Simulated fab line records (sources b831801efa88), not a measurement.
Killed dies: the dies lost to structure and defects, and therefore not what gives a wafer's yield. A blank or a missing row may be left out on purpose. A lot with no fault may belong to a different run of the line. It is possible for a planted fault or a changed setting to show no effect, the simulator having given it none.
fab line records	flow sky130
record lots=6	wafers=18	last_day=50
route steps=708 shown SD_N@350 SD_P@359 RES_XHIGH@360 SALICIDE@361 LI_CONTACT@362 PAD_OPEN@708
lots untouched by any fault: they come from a run of this same line in which no faults occurred
start_h: hours from the record's first day to the start of the lot's first wafer shown	wait_h: time in hours since the lot's previous step	" the same as in the row above	L1.1+2: several wafers, shown together as one row	- value missing, or start not given	* or withheld: withheld	< > ~ a bound
route shown NAME@n: NAME is a module with steps in the file, n the number in the route of the first one	usual: the fault-free wafers' mean and standard deviation	same: alike in all rows	chamber/n: place in a boat	sites: readings site by site	_std_site: how widely they spread, as a standard deviation	_edge_site: inner sites' mean taken away from outer sites' mean	radius_mm: for every site, how far away it sits from the centre of the wafer	mask NAME#n: copy n	behind: the last tool/chamber to shape the wafer	hold: why the lot went on hold/how many hours it stayed there/how the hold came to an end	device: the transistor (n, p or np) that didn't switch	end of line: tests run on the same wafers once the route is complete	where a step has no rows: the recipe by itself	killed: dies that structure and defects cost at the first sort, which is not the same as the wafer's yield	map: shows each die of a wafer: x if killed, . if not, _ if none is there
set.NAME: the setting the step ran with; set.NAME@STEP: the setting that earlier step ran with	model.NAME: the simulator's own value behind a step, which no gauge read
certain route steps with their lots: each step a table, each wafer a row
services: a tool's chamber out of use, with start hour (start_h, from the record's first day; less than 0 if before it), hours out, and reason
## steps
# step SKY_SD_N_OVL_MEAS_08
# usual SD_N_OVL=-1.0/1.2
lot.wafer	tool	chamber	start_h	wait_h	SD_N_OVL[nm]
L237.1	overlay-01	-	671.70	0.1	-0.7
L237.4	"	-	"	"	-0.5
L237.6	"	-	"	"	-2.0
L238.2	overlay-01	-	688.42	0.1	-1.5
L238.3	"	-	"	"	-3.2
L238.6	"	-	"	"	-3.0
L246.1	overlay-01	-	746.16	0.1	-1.7
L246.2	"	-	"	"	-0.4
L246.3	"	-	"	"	-1.0
L247.1	overlay-01	-	753.64	0.1	-2.6
L247.3	"	-	"	"	-1.9
L247.5	"	-	"	"	-1.3
L250.1	overlay-01	-	797.27	0.1	-2.1
L250.5	"	-	"	"	-1.3
L250.6	"	-	"	"	-1.8
L256.3	overlay-01	-	822.15	0.1	0.8
L256.4	"	-	"	"	1.1
L256.6	"	-	"	"	0.2
# step SKY_SD_N_IMPLANT_09
# recipe species=As	energy_kev=50	dose_cm2=4e+15	tilt_deg=0
# step SKY_SD_N_IMPLANT_10
# recipe species=P	energy_kev=20	dose_cm2=1e+14	tilt_deg=0
# step SKY_SD_N_STRIP_11
# recipe chemistry=O2/N2	power_w=1400	pressure_mtorr=1500	platen_temp_c=withheld	o2_flow_sccm=3000	n2_flow_sccm=300	overash_fraction=0.5
# usual drypump_motor_current_A=5.5/0.52	oes_product_au=0.527/0.0045	strip_time_to_endpoint_s=22.55/0.039
lot.wafer	tool	chamber	start_h	wait_h	drypump_motor_current_A	oes_product_au	rf_hours_counter_h	strip_time_to_endpoint_s
L237.1	plasma_asher-01	1	672.04	0.1	5.7	0.523	51	22.56
L237.4	"	1	"	"	5.6	0.533	-	22.54
L237.6	"	0	"	"	5.8	0.528	-	22.58
L238.2	plasma_asher-02	1	688.87	0.1	4.9	0.528	96	22.54
L238.3	"	0	"	"	5.2	0.530	-	22.51
L238.6	"	0	"	"	5.2	0.527	-	22.51
L246.1	plasma_asher-02	1	746.50	0.1	5.0	0.523	0	22.66
L246.2	"	0	"	"	5.2	0.531	0	22.59
L246.3	"	0	"	"	5.2	0.535	-	22.62
L247.1	plasma_asher-04	0	753.97	0.1	6.3	0.528	34	22.55
L247.3	"	1	"	"	4.8	0.535	-	22.54
L247.5	"	0	"	"	6.4	0.539	-	22.54
L250.1	plasma_asher-01	1	797.60	0.1	5.6	0.537	64	22.53
L250.5	"	0	"	"	5.8	0.519	-	22.54
L250.6	"	1	"	"	5.6	0.534	-	22.53
L256.3	plasma_asher-01	0	822.51	0.1	5.8	0.529	-	22.53
L256.4	"	1	"	"	5.6	0.531	-	22.51
L256.6	"	1	"	"	5.6	0.534	-	22.53
# step SKY_SD_N_TW_MEAS_12
# usual SD_N_TW=3971/37
lot.wafer	tool	chamber	start_h	wait_h	SD_N_TW
L237.1	film_metro-03	-	672.14	0.1	3953
L237.4	"	-	"	"	3942
L237.6	"	-	"	"	3956
L238.2	film_metro-02	-	688.98	0.1	3948
L238.3	"	-	"	"	3966
L238.6	"	-	"	"	3952
L246.1	film_metro-03	-	746.60	0.1	3963
L246.2	"	-	"	"	3977
L246.3	"	-	"	"	3953
L247.1	film_metro-01	-	754.07	0.1	4055
L247.3	"	-	"	"	4048
L247.5	"	-	"	"	4022
L250.1	film_metro-01	-	797.70	0.1	4027
L250.5	"	-	"	"	4019
L250.6	"	-	"	"	4031
L256.3	film_metro-03	-	822.60	0.1	3963
L256.4	"	-	"	"	3988
L256.6	"	-	"	"	3971
# step SKY_SD_N_CLEAN_13
# recipe chemistry=SC1/SC2	mix=1:4:20	temp_c=70	time_s=150	dry=n2_spin
# step SKY_SD_N_RTA_14
# recipe temp_c=1075	time_s=2	idle_temp_c=650	ramp_up_c_per_s=150	ramp_down_c_per_s=90	ambient=N2
# usual lamp_power_pct=15.74/0.054	wafer_temp_C_max=1078.1/1.4
# same time_s=2
lot.wafer	tool	chamber	start_h	wait_h	lamp_power_pct	wafer_temp_C_max
L237.1	rtp_anneal-01	0	672.25	0.0	15.76	1077.4
L237.4	"	0	"	"	15.73	1077.5
L237.6	"	0	"	"	15.68	1079.9
L238.2	rtp_anneal-02	0	689.10	0.0	15.81	1079.3
L238.3	"	0	"	"	15.72	1076.9
L238.6	"	0	"	"	15.69	1078.3
L246.1	rtp_anneal-02	0	746.71	0.0	15.74	1076.2
L246.2	"	0	"	"	15.70	1076.7
L246.3	"	0	"	"	15.72	1077.1
L247.1	rtp_anneal-01	0	754.18	0.0	15.79	1077.9
L247.3	"	0	"	"	15.76	1079.2
L247.5	"	0	"	"	15.77	1078.8
L250.1	rtp_anneal-01	0	797.81	0.0	15.71	1078.9
L250.5	"	0	"	"	15.65	1076.9
L250.6	"	0	"	"	15.80	1076.8
L256.3	rtp_anneal-02	0	822.70	0.0	15.70	1077.3
L256.4	"	0	"	"	15.67	1077.9
L256.6	"	0	"	"	15.70	1079.6
# step SKY_SD_N_RS_MEAS_16
# recipe thk_meas_gauge=four-point-probe
# usual SD_N_RS=68.57/0.12
lot.wafer	tool	chamber	start_h	wait_h	SD_N_RS[ohm/sq]
L237.1	film_metro-03	-	672.42	0.1	68.76
L237.4	"	-	"	"	68.61
L237.6	"	-	"	"	68.79
L238.2	film_metro-01	-	689.28	0.1	68.43
L238.3	"	-	"	"	68.51
L238.6	"	-	"	"	68.53
L246.1	film_metro-01	-	746.88	0.1	68.60
L246.2	"	-	"	"	68.51
L246.3	"	-	"	"	68.41
L247.1	film_metro-02	-	754.36	0.1	68.58
L247.3	"	-	"	"	68.56
L247.5	"	-	"	"	68.64
L250.1	film_metro-01	-	797.98	0.1	68.45
L250.5	"	-	"	"	68.46
L250.6	"	-	"	"	68.58
L256.3	film_metro-02	-	822.93	0.1	68.42
L256.4	"	-	"	"	68.46
L256.6	"	-	"	"	68.46
# step SKY_SD_N_RS_MEAS_17
# recipe thk_meas_gauge=four-point-probe
# usual SD_P_RS=147.1/0.37
lot.wafer	tool	chamber	start_h	wait_h	SD_P_RS[ohm/sq]
L237.1	film_metro-03	-	672.54	0.1	147.6
L237.4	"	-	"	"	147.2
L237.6	"	-	"	"	147.2
L238.2	film_metro-01	-	689.40	0.1	146.3
L238.3	"	-	"	"	147.0
L238.6	"	-	"	"	146.8
L246.1	film_metro-01	-	747.00	0.1	146.9
L246.2	"	-	"	"	147.1
L246.3	"	-	"	"	147.0
L247.1	film_metro-02	-	754.48	0.1	147.1
L247.3	"	-	"	"	146.9
L247.5	"	-	"	"	147.3
L250.1	film_metro-01	-	798.10	0.1	146.5
L250.5	"	-	"	"	146.5
L250.6	"	-	"	"	147.0
L256.3	film_metro-02	-	823.05	0.1	146.3
L256.4	"	-	"	"	146.5
L256.6	"	-	"	"	146.8
# step SKY_SD_N_RS_MEAS_18
# recipe thk_meas_gauge=four-point-probe
# usual RES_XHIGH_RS=333.2/1.2
lot.wafer	tool	chamber	start_h	wait_h	RES_XHIGH_RS[ohm/sq]
L237.1	film_metro-03	-	672.66	0.1	333.6
L237.4	"	-	"	"	332.8
L237.6	"	-	"	"	333.0
L238.2	film_metro-01	-	689.52	0.1	330.5
L238.3	"	-	"	"	332.3
L238.6	"	-	"	"	330.9
L246.1	film_metro-01	-	747.12	0.1	335.5
L246.2	"	-	"	"	333.9
L246.3	"	-	"	"	334.8
L247.1	film_metro-02	-	754.60	0.1	335.1
L247.3	"	-	"	"	333.9
L247.5	"	-	"	"	333.8
L250.1	film_metro-01	-	798.22	0.1	333.5
L250.5	"	-	"	"	331.7
L250.6	"	-	"	"	334.0
L256.3	film_metro-02	-	823.17	0.1	333.6
L256.4	"	-	"	"	331.4
L256.6	"	-	"	"	332.5
# step SKY_SALICIDE_CLEAN_00
# recipe chemistry=HF-last	time_s=30	dilution=100:1	dry=ipa_marangoni
# step SKY_LI_CONTACT_HDPCVD_00
# recipe material=PSG	target_thk_nm=930	sigma_open_frac=0.3	time_s=155	temp_c=600	sih4_flow_sccm=60	pressure_mtorr=6
# usual sih4_flow_sccm=59.99/0.18
# same time_s=155
lot.wafer	tool	chamber	start_h	wait_h	sih4_flow_sccm	model.PSG_of_LI_CONTACT_HDPCVD_00.thk_nm
L237.1	hdpcvd-02	2	672.80	0.0	60.22	930.2
L237.4	"	2	"	"	60.11	933.1
L237.6	"	1	"	"	60.01	941.9
L238.2	hdpcvd-01	1	689.64	0.0	59.52	942.2
L238.3	"	0	"	"	60.06	944.7
L238.6	"	2	"	"	59.79	933
L246.1	hdpcvd-02	2	747.26	0.0	71.81	1119
L246.2	"	1	"	"	71.64	1119
L246.3	"	0	"	"	71.99	1121
L247.1	hdpcvd-02	0	754.73	0.0	72.01	1109
L247.3	"	1	"	"	72.22	1119
L247.5	"	1	"	"	72.06	1114
L250.1	hdpcvd-01	1	798.36	0.0	60.25	937.8
L250.5	"	2	"	"	60.04	935.6
L250.6	"	0	"	"	60.24	933.5
L256.3	hdpcvd-02	0	823.26	0.0	60.09	925.5
L256.4	"	1	"	"	59.99	938.4
L256.6	"	0	"	"	60.15	930.6
# step SKY_LI_CONTACT_THK_MEAS_01
# recipe reads=PSG_of_LI_CONTACT_HDPCVD_00
# usual LI_CONTACT_HDPCVD_THK=936/9.2
lot.wafer	tool	chamber	start_h	wait_h	LI_CONTACT_HDPCVD_THK[nm]
L237.1	film_metro-01	-	672.90	0.1	930
L237.4	"	-	"	"	934
L237.6	"	-	"	"	942
L238.2	film_metro-01	-	689.75	0.1	942
L238.3	"	-	"	"	945
L238.6	"	-	"	"	933
L246.1	film_metro-03	-	747.36	0.1	1119
L246.2	"	-	"	"	1120
L246.3	"	-	"	"	1120
L247.1	film_metro-01	-	754.84	0.1	1109
L247.3	"	-	"	"	1118
L247.5	"	-	"	"	1114
L250.1	film_metro-02	-	798.46	0.1	938
L250.5	"	-	"	"	936
L250.6	"	-	"	"	933
L256.3	film_metro-03	-	823.39	0.1	925
L256.4	"	-	"	"	939
L256.6	"	-	"	"	932
# step SKY_LI_CONTACT_CMP_02
# recipe material=PSG	down_force_psi=4	platen_rpm=60	pad_velocity_m_s=0.94248
# usual edge_zone_pressure_frac=1.001/0.0049	motor_current_A=12.3/0.62	time_to_endpoint_s=34/3.1
lot.wafer	tool	chamber	start_h	wait_h	edge_zone_pressure_frac	motor_current_A	time_to_endpoint_s
L237.1	cmp-01	3	673.06	0.1	1.000	12.9	32
L237.4	"	0	"	"	1.000	11.7	34
L237.6	"	2	"	"	1.002	12.4	37
L238.2	cmp-02	0	689.85	0.1	0.998	12.3	38
L238.3	"	2	"	"	1.002	12.9	35
L238.6	"	0	"	"	0.994	12.2	35
L246.1	cmp-02	3	747.62	0.3	1.005	13.0	48
L246.2	"	0	"	"	1.002	12.6	49
L246.3	"	2	"	"	1.000	12.6	48
L247.1	cmp-02	0	754.90	0.1	1.001	12.2	47
L247.3	"	3	"	"	1.006	12.8	47
L247.5	"	1	"	"	1.004	12.0	47
L250.1	cmp-02	2	798.52	0.1	0.996	12.1	32
L250.6	"	2	"	"	1.002	12.4	31
L250.5	"	3	"	"	1.000	12.6	31
L256.3	cmp-02	2	823.53	0.1	1.001	12.7	30
L256.4	"	3	"	"	0.998	12.7	34
L256.6	"	1	"	"	1.008	11.9	34
# step SKY_LI_CONTACT_BOW_MEAS_03
# recipe mode=bow
# usual LI_CONTACT_BOW=56/7.2
lot.wafer	tool	chamber	start_h	wait_h	LI_CONTACT_BOW[um]
L237.1	film_metro-01	-	673.26	0.1	62
L237.4	"	-	"	"	68
L237.6	"	-	"	"	54
L238.2	film_metro-01	-	690.12	0.2	44
L238.3	"	-	"	"	43
L238.6	"	-	"	"	42
L246.1	film_metro-01	-	747.92	0.2	64
L246.2	"	-	"	"	60
L246.3	"	-	"	"	54
L247.1	film_metro-02	-	755.20	0.2	54
L247.3	"	-	"	"	45
L247.5	"	-	"	"	51
L250.1	film_metro-03	-	798.82	0.2	53
L250.5	"	-	"	"	63
L250.6	"	-	"	"	57
L256.3	film_metro-03	-	823.77	0.2	50
L256.4	"	-	"	"	69
L256.6	"	-	"	"	55
# step SKY_PAD_OPEN_PROBE_99
# usual killed_at_M0_to_M3=45/7.5	killed_at_M4_up=3.2/1.8	killed_at_contacts=24/4.9	killed_at_front_end=15/4.4	killed_at_other=0.3/0.54	killed_dies=87/9.8	killed_on_rim=17/4.2	killed_open=47/6.4	killed_short=40/6.5
# same gross_dies=492	killed_at_back_side=0
lot.wafer	tool	chamber	start_h	wait_h	killed_at_M0_to_M3	killed_at_M4_up	killed_at_contacts	killed_at_front_end	killed_at_other	killed_dies	killed_on_rim	killed_open	killed_short
L237.1	prober-02	-	1096.65	0.1	41	4	20	13	0	78	17	40	38
L237.4	prober-02	-	1096.80	0.2	44	5	15	15	0	79	13	39	40
L237.6	prober-02	-	1096.90	0.2	42	7	17	27	1	94	20	46	48
L238.2	prober-01	-	1108.36	0.1	36	4	20	11	0	71	12	43	28
L238.3	prober-01	-	1108.41	0.2	45	4	29	13	2	93	21	52	41
L238.6	prober-01	-	1108.56	0.2	45	5	21	11	0	82	13	43	39
L246.1	prober-01	-	1150.66	0.1	33	2	27	12	0	74	20	43	29
L246.2	prober-01	-	1150.71	0.1	38	4	37	11	0	90	17	54	34
L246.3	prober-01	-	1150.76	0.2	35	6	22	17	0	80	15	40	39
L247.1	prober-02	-	1153.64	0.1	57	7	14	15	0	93	17	48	45
L247.3	prober-02	-	1153.74	0.2	61	3	17	23	0	104	16	52	52
L247.5	prober-02	-	1153.84	0.2	56	2	21	13	0	92	18	58	34
L250.1	prober-02	-	1185.41	0.1	52	6	26	25	1	110	25	54	56
L250.5	prober-02	-	1185.61	0.2	39	2	25	15	0	81	16	38	43
L250.6	prober-02	-	1185.66	0.2	39	1	24	15	0	79	17	43	36
L256.3	prober-02	-	1197.69	0.2	37	4	24	17	0	82	18	46	36
L256.4	prober-02	-	1197.74	0.2	39	2	29	12	1	83	13	46	37
L256.6	prober-02	-	1197.84	0.2	41	4	26	11	0	82	18	42	40
# killed by level:class
L237.1 VIA1:geometric_particle:open=8 CONTACT:geometric_particle:open=7 VIA3:geometric_particle:short=7 LI_CONTACT:geometric_particle:open=6 METAL2:geometric_particle:short=5 VIA3:geometric_particle:open=5 VIA2:geometric_particle:open=4 METAL1:geometric_particle:short=4
L237.4 VIA1:geometric_particle:open=9 METAL3:geometric_particle:short=8 VIA3:geometric_particle:open=8 POLY_GATE:geometric_particle:short=7 METAL1:geometric_particle:short=5 VIA2:geometric_particle:open=5 LI_CONTACT:geometric_particle:open=4 VIA3:geometric_particle:short=4
L237.6 VIA1:geometric_particle:open=13 CONTACT:geometric_particle:open=7 FIELD_ISO:geometric_particle:short=6 VIA2:geometric_particle:short=6 POLY_GATE:geometric_particle:open=5 POLY_GATE:geometric_particle:short=4 METAL1:geometric_particle:short=4 VIA1:geometric_particle:short=4
L238.2 CONTACT:geometric_particle:open=8 VIA1:geometric_particle:open=8 VIA3:geometric_particle:open=6 LI_CONTACT:geometric_particle:short=5 VIA2:geometric_particle:open=5 VIA1:geometric_particle:short=5 LI_CONTACT:geometric_particle:open=4 FIELD_ISO:geometric_particle:open=3
L238.3 VIA1:geometric_particle:open=11 LI_CONTACT:geometric_particle:open=9 CONTACT:geometric_particle:open=9 VIA3:geometric_particle:open=8 VIA2:geometric_particle:open=7 METAL1:geometric_particle:short=6 LOCAL_INTERCONNECT:geometric_particle:short=5 VIA1:geometric_particle:short=5
L238.6 VIA2:geometric_particle:open=9 VIA1:geometric_particle:open=8 METAL2:geometric_particle:short=8 CONTACT:geometric_particle:open=7 METAL1:geometric_particle:short=7 VIA3:geometric_particle:open=7 LOCAL_INTERCONNECT:geometric_particle:short=6 FIELD_ISO:geometric_particle:short=5
L246.1 LI_CONTACT:geometric_particle:open=9 VIA2:geometric_particle:open=8 CONTACT:geometric_particle:open=8 VIA1:geometric_particle:open=6 CONTACT:geometric_particle:short=4 METAL1:geometric_particle:short=4 VIA1:geometric_particle:short=4 VIA3:geometric_particle:open=4
L246.2 LI_CONTACT:geometric_particle:open=14 VIA1:geometric_particle:open=9 CONTACT:geometric_particle:short=7 VIA3:geometric_particle:open=7 CONTACT:geometric_particle:open=6 METAL2:geometric_particle:short=6 FIELD_ISO:geometric_particle:open=5 LOCAL_INTERCONNECT:geometric_particle:short=4
L246.3 VIA1:geometric_particle:open=9 LI_CONTACT:geometric_particle:open=8 VIA1:geometric_particle:short=6 VIA2:geometric_particle:open=6 METAL4:geometric_particle:short=6 POLY_GATE:geometric_particle:short=5 CONTACT:geometric_particle:open=5 FIELD_ISO:geometric_particle:open=4
L247.1 VIA1:geometric_particle:open=20 METAL1:geometric_particle:short=7 FIELD_ISO:geometric_particle:short=6 LI_CONTACT:geometric_particle:open=5 VIA2:geometric_particle:short=5 VIA3:geometric_particle:open=5 VIA1:geometric_particle:short=4 CONTACT:geometric_particle:open=4
L247.3 VIA1:geometric_particle:open=12 VIA3:geometric_particle:open=10 METAL1:geometric_particle:short=8 CONTACT:geometric_particle:open=8 SPACER:geometric_particle:short=7 VIA2:geometric_particle:open=7 VIA3:geometric_particle:short=5 VIA2:geometric_particle:short=5
L247.5 VIA1:geometric_particle:open=18 CONTACT:geometric_particle:open=9 LI_CONTACT:geometric_particle:open=8 VIA2:geometric_particle:short=7 METAL1:geometric_particle:short=6 VIA3:geometric_particle:open=5 POLY_GATE:geometric_particle:short=4 METAL2:geometric_particle:short=4
L250.1 LI_CONTACT:geometric_particle:open=13 VIA1:geometric_particle:open=11 VIA3:geometric_particle:open=10 POLY_GATE:geometric_particle:short=9 METAL1:geometric_particle:short=8 VIA2:geometric_particle:open=7 POLY_GATE:geometric_particle:open=6 METAL4:geometric_particle:short=6
L250.5 CONTACT:geometric_particle:open=10 VIA1:geometric_particle:open=10 METAL1:geometric_particle:short=8 FIELD_ISO:geometric_particle:open=7 CONTACT:geometric_particle:short=5 METAL2:geometric_particle:short=5 VIA1:geometric_particle:short=5 POLY_GATE:geometric_particle:short=4
L250.6 VIA1:geometric_particle:open=14 LI_CONTACT:geometric_particle:open=8 POLY_GATE:geometric_particle:short=6 LI_CONTACT:geometric_particle:short=5 METAL2:geometric_particle:short=5 VIA2:geometric_particle:open=5 CONTACT:geometric_particle:short=4 CONTACT:geometric_particle:open=4
L256.3 VIA1:geometric_particle:open=14 LI_CONTACT:geometric_particle:open=8 LOCAL_INTERCONNECT:geometric_particle:short=8 FIELD_ISO:geometric_particle:short=6 CONTACT:geometric_particle:open=6 POLY_GATE:geometric_particle:short=4 METAL1:geometric_particle:short=4 METAL2:geometric_particle:short=4
L256.4 CONTACT:geometric_particle:open=13 VIA1:geometric_particle:open=11 FIELD_ISO:geometric_particle:short=6 VIA3:geometric_particle:open=6 CONTACT:geometric_particle:short=5 LOCAL_INTERCONNECT:geometric_particle:short=5 LI_CONTACT:geometric_particle:short=4 METAL1:geometric_particle:short=4
L256.6 CONTACT:geometric_particle:open=13 METAL1:geometric_particle:short=8 VIA1:geometric_particle:open=7 LI_CONTACT:geometric_particle:open=6 METAL2:geometric_particle:short=6 VIA2:geometric_particle:open=6 FIELD_ISO:geometric_particle:short=5 FIELD_ISO:geometric_particle:open=4
## services
tool	chamber	start_h	hours	kind
hdpcvd-02	-	650.75	15.0	pm
hdpcvd-02	0	650.75	15.0	vent_cycle
hdpcvd-02	1	650.75	15.0	vent_cycle
hdpcvd-02	2	650.75	15.0	vent_cycle
cmp-02	-	657.05	4.0	pm
hdpcvd-02	0	665.75	-	clean
hdpcvd-02	1	665.75	-	clean
hdpcvd-02	2	665.75	-	clean
hdpcvd-02	2	705.53	2.7	repair
cmp-02	-	716.44	11.6	pm
plasma_asher-02	-	733.75	9.0	pm
plasma_asher-02	0	733.75	9.0	vent_cycle
plasma_asher-02	1	733.75	9.0	vent_cycle
cmp-01	-	737.57	0.2	repair
cmp-01	-	741.56	22.3	repair
plasma_asher-02	0	742.75	-	clean
plasma_asher-02	1	742.75	-	clean
hdpcvd-01	-	744.24	13.1	repair
cmp-01	-	763.89	4.0	pm
cmp-01	-	767.89	-	consumable_replace:conditioner
cmp-01	-	767.89	-	consumable_replace:pad
cmp-02	-	784.41	0.7	repair
plasma_asher-01	-	813.14	0.8	repair
plasma_asher-02	-	816.41	42.7	repair
## key
first_sign step=SKY_LI_CONTACT_HDPCVD_00	reading=sih4_flow_sccm	direction=up	sigmas=66	usual=59.99	struck=71.95
effect step=SKY_LI_CONTACT_THK_MEAS_01	reading=LI_CONTACT_HDPCVD_THK	direction=up	sigmas=20	usual=936	struck=1117
effect step=SKY_LI_CONTACT_CMP_02	reading=time_to_endpoint_s	direction=up	sigmas=4.4	usual=*	struck=*
model_effect step=SKY_LI_CONTACT_HDPCVD_00	value=PSG_of_LI_CONTACT_HDPCVD_00.thk_nm	without=931	struck=1117
met_at SKY_LI_CONTACT_HDPCVD_00
struck_wafers L246.1,L246.2,L246.3,L247.1,L247.3,L247.5
tester_left_out L246,L247
onset_between 672.80 747.26
fault kind=process_parameter_drift	tool=hdpcvd-02	chamber=-	onset_h=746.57	steps=SKY_LI_CONTACT_HDPCVD_00	channel=sih4_flow_sccm	offset=12	shape=step	end_h=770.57	acts_in=these_recipes_only	stated=60
# tester_left_out: of these lots the tester's yield and bins aren't shown, on N5 and GAA mostly nor the transistor test; their killed dies are dies lost to structure and defects alone, not to doping, threshold or leakage, so they don't give the yield
